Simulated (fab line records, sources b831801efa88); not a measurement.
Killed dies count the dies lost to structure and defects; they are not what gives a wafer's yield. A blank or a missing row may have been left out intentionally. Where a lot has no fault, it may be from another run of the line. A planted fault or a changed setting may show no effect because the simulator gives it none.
fab line records	flow gf180mcu
record: lots: 12	wafers: 36	lastDay: 34
route steps=602 shown HV_LDD@178 CONTACT@313 M1@315 M2@363
lots that met no fault: from a run of the same line without faults
startH: start of the lot's first displayed wafer, in hours after the record's first day	waitH: how many hours have passed since the lot's step before this one	" identical to the entry in the row above	L1.1+2: a single row standing in for several wafers	- no value, or no start given	* or withheld: withheld	< > ~ a bound
route shown NAME@n: names a module that has steps shown in the file, with the first one's number in the route	usual: the fault-free wafers' mean and standard deviation	same: alike in all rows	chamber/n: place in a boat	sites: each site's reading	_std_site: the standard deviation of these	_edge_site: mean of outer sites minus mean of inner sites	radiusMm: for every site, how far away it sits from the centre of the wafer	mask NAME#n: copy n	behind: the last tool/chamber to shape the wafer	hold: why the lot went on hold/how many hours it stayed there/how the hold came to an end	device: the transistor (n, p or np) that didn't switch	end of line: tests of these same wafers at the route's end	a step without rows: its recipe alone	killed: not the wafer's yield, but the dies lost to structure and defects at the first sort	map: a wafer's dies, x killed, . not, _ none there
set.NAME: the setting the step ran with; set.NAME@STEP: the setting that earlier step ran with	model.NAME: the simulator's own value behind a step, which no gauge read
one table for each step of the route and one row for each wafer, over a sample of lots
services: when a tool's chamber went out of use (startH, in hours from the record's first day, below 0 if earlier), for how many hours, and the reason
== steps ==
step: GF_HV_LDD_COAT_02
recipe: resist: NOVOLAK	spinRpm: 3000	resistThkNm: 1000
usual: chillPlateTempC: 22.99/0.1
lot.wafer	tool	chamber	startH	waitH	chillPlateTempC
L592.4	lithoTrack-02	0	234.99	0.1	23.15
L592.5	"	0	"	"	22.86
L592.6	"	0	"	"	23.04
L593.1	lithoTrack-02	0	241.97	0.1	22.98
L593.2	"	0	"	"	23.06
L593.4	"	0	"	"	23.03
L594.2	lithoTrack-02	0	251.84	0.1	22.92
L594.4	"	0	"	"	22.77
L594.6	"	0	"	"	22.91
L596.1	lithoTrack-02	0	266.47	0.1	23.02
L596.2	"	0	"	"	23.09
L596.4	"	0	"	"	23.24
L597.2	lithoTrack-02	0	269.49	0.1	22.95
L597.5	"	0	"	"	23.12
L597.6	"	0	"	"	23.11
L602.1	lithoTrack-04	0	300.34	0.1	23.04
L602.3	"	0	"	"	22.97
L602.6	"	0	"	"	23.02
L603.1	lithoTrack-04	0	307.79	0.1	23.05
L603.3	"	0	"	"	22.90
L603.4	"	0	"	"	22.93
L604.1	lithoTrack-03	0	317.59	0.1	22.87
L604.3	"	0	"	"	22.97
L604.6	"	0	"	"	22.95
L606.1	lithoTrack-03	0	328.19	0.1	23.19
L606.4	"	0	"	"	23.17
L606.6	"	0	"	"	23.07
L608.4	lithoTrack-04	0	345.86	0.1	22.95
L608.5	"	0	"	"	23.05
L608.6	"	0	"	"	22.95
L610.1	lithoTrack-04	0	362.59	0.1	22.99
L610.2	"	0	"	"	22.97
L610.4	"	0	"	"	23.01
L612.2	lithoTrack-04	0	372.61	0.1	22.98
L612.3	"	0	"	"	22.66
L612.6	"	0	"	"	22.85
step: GF_HV_LDD_CD_MEAS_07
recipe: targetCdNm: 400
usual: cdNm: 399.7/2.3
lot.wafer	tool	chamber	startH	waitH	cdNm
L592.4	cdSem-01	-	243.63	0.1	397.6
L592.5	"	-	"	"	396.6
L592.6	"	-	"	"	399.1
L593.1	cdSem-02	-	251.14	0.1	398.4
L593.2	"	-	"	"	396.6
L593.4	"	-	"	"	398.8
L594.2	cdSem-02	-	261.74	0.1	401.7
L594.4	"	-	"	"	401.6
L594.6	"	-	"	"	401.9
L596.1	cdSem-02	-	275.97	0.1	417.6
L596.2	"	-	"	"	417.8
L596.4	"	-	"	"	418.0
L597.2	cdSem-01	-	279.76	0.1	418.6
L597.5	"	-	"	"	418.8
L597.6	"	-	"	"	417.7
L602.1	cdSem-02	-	310.29	0.1	399.2
L602.3	"	-	"	"	401.1
L602.6	"	-	"	"	400.0
L603.1	cdSem-01	-	318.52	0.1	401.3
L603.3	"	-	"	"	398.7
L603.4	"	-	"	"	401.1
L604.1	cdSem-02	-	327.66	0.2	400.3
L604.3	"	-	"	"	398.4
L604.6	"	-	"	"	398.8
L606.1	cdSem-02	-	338.66	0.1	401.1
L606.4	"	-	"	"	399.4
L606.6	"	-	"	"	397.6
L608.4	cdSem-02	-	356.02	0.1	398.3
L608.5	"	-	"	"	397.9
L608.6	"	-	"	"	396.9
L610.1	cdSem-02	-	373.39	0.1	396.3
L610.2	"	-	"	"	397.2
L610.4	"	-	"	"	397.9
L612.2	cdSem-01	-	383.48	0.1	401.4
L612.3	"	-	"	"	400.7
L612.6	"	-	"	"	400.4
step: GF_HV_LDD_STRIP_10
recipe: chemistry: O2/N2	powerW: 1400	pressureMtorr: 1500	platenTempC: 250	o2FlowSccm: 3000	n2FlowSccm: 300	overashFraction: 0.5
usual: chamberPressureMTorr: 1500.0/1.3	drypumpMotorCurrentA: 5.6/0.5	heaterPowerW: 348/54	oesProductAu: 0.716/0.0048	stripTimeToEndpointS: 12.63/0.039
lot.wafer	tool	chamber	startH	waitH	chamberPressureMTorr	drypumpMotorCurrentA	heaterPowerW	oesProductAu	rfHoursCounterH	stripTimeToEndpointS
L592.4	plasmaAsher-02	1	243.91	0.1	1501.1	6.2	331	0.712	-	12.56
L592.5	"	0	"	"	1501.4	6.0	320	0.725	-	12.60
L592.6	"	1	"	"	1498.7	6.2	318	0.710	-	12.61
L593.1	plasmaAsher-04	0	251.45	0.1	1498.6	5.4	419	0.721	56	12.58
L593.2	"	1	"	"	1503.2	5.1	310	0.716	56	12.55
L593.4	"	1	"	"	1500.6	5.1	308	0.718	-	12.54
L594.2	plasmaAsher-04	0	262.02	0.1	1499.9	5.4	419	0.719	57	12.59
L594.4	"	0	"	"	1498.7	5.4	440	0.710	-	12.61
L594.6	"	1	"	"	1499.4	5.1	310	0.717	-	12.60
L596.1	plasmaAsher-04	1	276.27	0.1	1498.2	5.1	308	0.680	58	10.68
L596.2	"	0	"	"	1498.8	5.4	435	0.681	58	10.72
L596.4	"	0	"	"	1499.7	5.4	441	0.682	-	10.70
L597.2	plasmaAsher-04	1	280.04	0.1	1499.0	5.1	317	0.675	59	10.67
L597.5	"	1	"	"	1500.0	5.1	304	0.677	-	10.68
L597.6	"	0	"	"	1498.9	5.4	432	0.676	-	10.68
L602.1	plasmaAsher-02	1	310.59	0.1	1499.6	6.2	319	0.713	21	12.69
L602.3	"	1	"	"	1498.8	6.2	317	0.717	-	12.70
L602.6	"	0	"	"	1496.8	6.1	319	0.715	-	12.66
L603.1	plasmaAsher-03	1	318.82	0.1	1499.3	5.5	348	0.715	70	12.62
L603.3	"	0	"	"	1500.1	6.5	290	0.716	-	12.65
L603.4	"	1	"	"	1501.1	5.5	346	0.722	-	12.67
L604.1	plasmaAsher-04	0	327.97	0.1	1500.9	5.4	436	0.712	64	12.59
L604.3	"	0	"	"	1500.8	5.4	434	0.716	-	12.58
L604.6	"	0	"	"	1498.3	5.4	428	0.715	-	12.60
L606.1	plasmaAsher-04	1	338.97	0.1	1498.6	5.1	309	0.720	66	12.63
L606.4	"	1	"	"	1500.5	5.2	314	0.707	-	12.63
L606.6	"	1	"	"	1502.1	5.2	308	0.721	-	12.63
L608.4	plasmaAsher-04	0	356.30	0.1	1499.6	5.5	429	0.717	-	12.61
L608.5	"	0	"	"	1501.4	5.4	430	0.713	-	12.59
L608.6	"	1	"	"	1500.3	5.1	312	0.726	-	12.64
L610.1	plasmaAsher-04	0	373.69	0.1	1503.2	5.4	429	0.726	70	12.67
L610.2	"	1	"	"	1499.2	5.1	311	0.709	70	12.70
L610.4	"	1	"	"	1500.4	5.1	307	0.714	-	12.67
L612.2	plasmaAsher-04	1	383.77	0.1	1498.6	5.1	315	0.712	71	12.60
L612.3	"	1	"	"	1499.8	5.1	305	0.703	-	12.63
L612.6	"	1	"	"	1498.1	5.1	311	0.721	-	12.58
step: GF_CONTACT_THK_MEAS_26
recipe: thkMeasGauge: xrf	reads: W_of_CONTACT_CVD_24
usual: CONTACT_W_THK: 312/4.8
lot.wafer	tool	chamber	startH	waitH	CONTACT_W_THK[nm]
L592.4	filmMetro-03	-	395.93	0.1	314
L592.5	"	-	"	"	311
L592.6	"	-	"	"	307
L593.1	filmMetro-03	-	406.91	0.1	311
L593.2	"	-	"	"	307
L593.4	"	-	"	"	307
L594.2	filmMetro-02	-	417.34	0.1	316
L594.4	"	-	"	"	311
L594.6	"	-	"	"	311
L596.1	filmMetro-01	-	432.79	0.1	316
L596.2	"	-	"	"	313
L596.4	"	-	"	"	314
L597.2	filmMetro-03	-	441.46	0.1	309
L597.5	"	-	"	"	310
L597.6	"	-	"	"	312
L602.1	filmMetro-01	-	477.85	0.1	311
L602.3	"	-	"	"	309
L602.6	"	-	"	"	314
L603.1	filmMetro-02	-	486.53	0.1	317
L603.3	"	-	"	"	314
L603.4	"	-	"	"	313
L604.1	filmMetro-03	-	496.09	0.1	304
L604.3	"	-	"	"	300
L604.6	"	-	"	"	306
L606.1	filmMetro-01	-	508.83	0.1	312
L606.4	"	-	"	"	309
L606.6	"	-	"	"	313
L608.4	filmMetro-03	-	528.70	0.1	309
L608.5	"	-	"	"	308
L608.6	"	-	"	"	308
L610.1	filmMetro-02	-	546.61	0.1	319
L610.2	"	-	"	"	315
L610.4	"	-	"	"	315
L612.2	filmMetro-02	-	556.52	0.1	310
L612.3	"	-	"	"	308
L612.6	"	-	"	"	311
step: GF_M1_SPUTTER_00
recipe: material: Ti	targetThkNm: 37.5	arrivingIonEnergyEv: 80	substrateTempC: 200	chamberPressurePa: 2	powerW: 4000	timeS: 150
usual: substrateTempC: 200.02/0.17	throttleValvePct: 30.3/1
same: timeS: 150
lot.wafer	tool	chamber	startH	waitH	substrateTempC	throttleValvePct
L592.4	pvdSputter-02	-	396.26	0.1	200.05	30.1
L592.5	"	-	"	"	200.05	30.0
L592.6	"	-	"	"	199.87	28.6
L593.1	pvdSputter-01	-	407.27	0.2	200.14	30.2
L593.2	"	-	"	"	200.01	30.6
L593.4	"	-	"	"	200.24	31.5
L594.2	pvdSputter-01	-	417.69	0.2	200.04	30.7
L594.4	"	-	"	"	200.08	32.0
L594.6	"	-	"	"	199.74	29.1
L596.1	pvdSputter-04	-	433.15	0.1	200.08	31.1
L596.2	"	-	"	"	199.54	30.6
L596.4	"	-	"	"	199.74	28.8
L597.2	pvdSputter-02	-	441.81	0.1	200.06	30.1
L597.5	"	-	"	"	200.18	29.8
L597.6	"	-	"	"	199.98	31.7
L602.1	pvdSputter-02	-	478.21	0.2	200.18	32.0
L602.3	"	-	"	"	199.75	30.2
L602.6	"	-	"	"	200.19	30.2
L603.1	pvdSputter-02	-	486.89	0.2	199.86	31.8
L603.3	"	-	"	"	199.85	30.3
L603.4	"	-	"	"	200.12	28.6
L604.1	pvdSputter-02	-	496.45	0.2	199.75	29.8
L604.3	"	-	"	"	199.97	30.4
L604.6	"	-	"	"	200.23	30.1
L606.1	pvdSputter-01	-	509.19	0.2	200.00	30.1
L606.4	"	-	"	"	200.14	30.2
L606.6	"	-	"	"	200.18	31.7
L608.4	pvdSputter-01	-	529.08	0.3	200.04	30.6
L608.5	"	-	"	"	200.14	31.6
L608.6	"	-	"	"	200.30	29.9
L610.1	pvdSputter-02	-	546.97	0.1	200.16	28.4
L610.2	"	-	"	"	199.99	31.6
L610.4	"	-	"	"	200.07	29.7
L612.2	pvdSputter-02	-	556.87	0.1	200.02	31.9
L612.3	"	-	"	"	200.11	29.7
L612.6	"	-	"	"	200.22	29.9
step: GF_M2_SPUTTER_01
recipe: material: TiN	targetThkNm: 30	powerW: 6500	timeS: 25	chamberPressurePa: 0.4
usual: throttleValvePct: 30.2/1.1
same: timeS: 25
lot.wafer	tool	chamber	startH	waitH	throttleValvePct
L592.4	pvdSputter-01	-	446.79	0.1	29.2
L592.5	"	-	"	"	31.5
L592.6	"	-	"	"	29.3
L593.1	pvdSputter-03	-	457.98	0.1	28.2
L593.2	"	-	"	"	29.2
L593.4	"	-	"	"	30.3
L594.2	pvdSputter-01	-	469.12	0.1	29.9
L594.4	"	-	"	"	30.5
L594.6	"	-	"	"	30.8
L596.1	pvdSputter-01	-	484.95	0.1	30.4
L596.2	"	-	"	"	30.5
L596.4	"	-	"	"	29.3
L597.2	pvdSputter-01	-	493.92	0.1	31.7
L597.5	"	-	"	"	30.7
L597.6	"	-	"	"	30.2
L602.1	pvdSputter-02	-	528.27	0.1	29.7
L602.3	"	-	"	"	30.1
L602.6	"	-	"	"	31.8
L603.1	pvdSputter-01	-	536.38	0.1	30.6
L603.3	"	-	"	"	30.0
L603.4	"	-	"	"	30.6
L604.1	pvdSputter-02	-	546.20	0.1	28.4
L604.3	"	-	"	"	29.7
L604.6	"	-	"	"	28.6
L606.1	pvdSputter-01	-	558.20	0.1	30.7
L606.4	"	-	"	"	29.3
L606.6	"	-	"	"	30.2
L608.4	pvdSputter-02	-	575.74	0.1	28.8
L608.5	"	-	"	"	30.0
L608.6	"	-	"	"	28.1
L610.1	pvdSputter-02	-	594.34	0.1	32.0
L610.2	"	-	"	"	30.2
L610.4	"	-	"	"	29.6
L612.2	pvdSputter-01	-	602.54	0.1	31.6
L612.3	"	-	"	"	30.2
L612.6	"	-	"	"	30.1
== services ==
tool	chamber	startH	hours	kind
plasmaAsher-04	-	252.93	1.2	repair
pvdSputter-02	-	257.32	4.0	repair
pvdSputter-03	-	257.34	64.5	repair
plasmaAsher-02	-	294.89	0.7	repair
plasmaAsher-03	-	298.74	5.8	repair
plasmaAsher-02	-	325.63	14.7	repair
plasmaAsher-02	-	328.48	1.8	repair
plasmaAsher-02	-	346.73	0.9	repair
pvdSputter-01	-	352.90	1.6	repair
pvdSputter-04	-	378.20	1.8	repair
plasmaAsher-04	-	378.21	4.1	repair
plasmaAsher-03	-	409.31	2.8	pm
plasmaAsher-04	-	421.25	9.0	pm
plasmaAsher-03	-	423.44	1.5	repair
plasmaAsher-02	-	427.23	2.1	repair
pvdSputter-04	-	431.44	1.6	repair
pvdSputter-02	-	445.71	32.1	repair
plasmaAsher-02	-	469.60	14.6	pm
pvdSputter-02	-	473.24	0.8	repair
pvdSputter-02	-	479.52	6.8	repair
pvdSputter-02	-	530.37	2.5	repair
plasmaAsher-02	-	535.55	2.8	pm
pvdSputter-01	-	539.85	2.2	repair
pvdSputter-02	-	561.33	5.5	repair
== key ==
firstSign: step: GF_HV_LDD_CD_MEAS_07	reading: cdNm	direction: up	sigmas: 8.1	usual: 399.7	struck: 418.1
effect: step: GF_HV_LDD_STRIP_10	reading: stripTimeToEndpointS	direction: down	sigmas: 50	usual: *	struck: *
metAt GF_HV_LDD_COAT_02
struckLots L596,L597
testerLeftOut L596,L597
notActingAt GF_CONTACT_THK_MEAS_26,GF_M1_SPUTTER_00,GF_M2_SPUTTER_01
onsetBetween 251.84 266.47
fault: kind: processParameterDrift	tool: lithoTrack-02	chamber: -	onsetH: 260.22	steps: GF_HV_LDD_COAT_02	channel: resistThkNm	offset: *	shape: step	endH: 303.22	actsIn: *	stated: *
testerLeftOut: of these lots the tester's yield and bins aren't shown, on N5 and GAA mostly nor the transistor test; their killed dies are dies lost to structure and defects alone, not to doping, threshold or leakage, so they don't give the yield
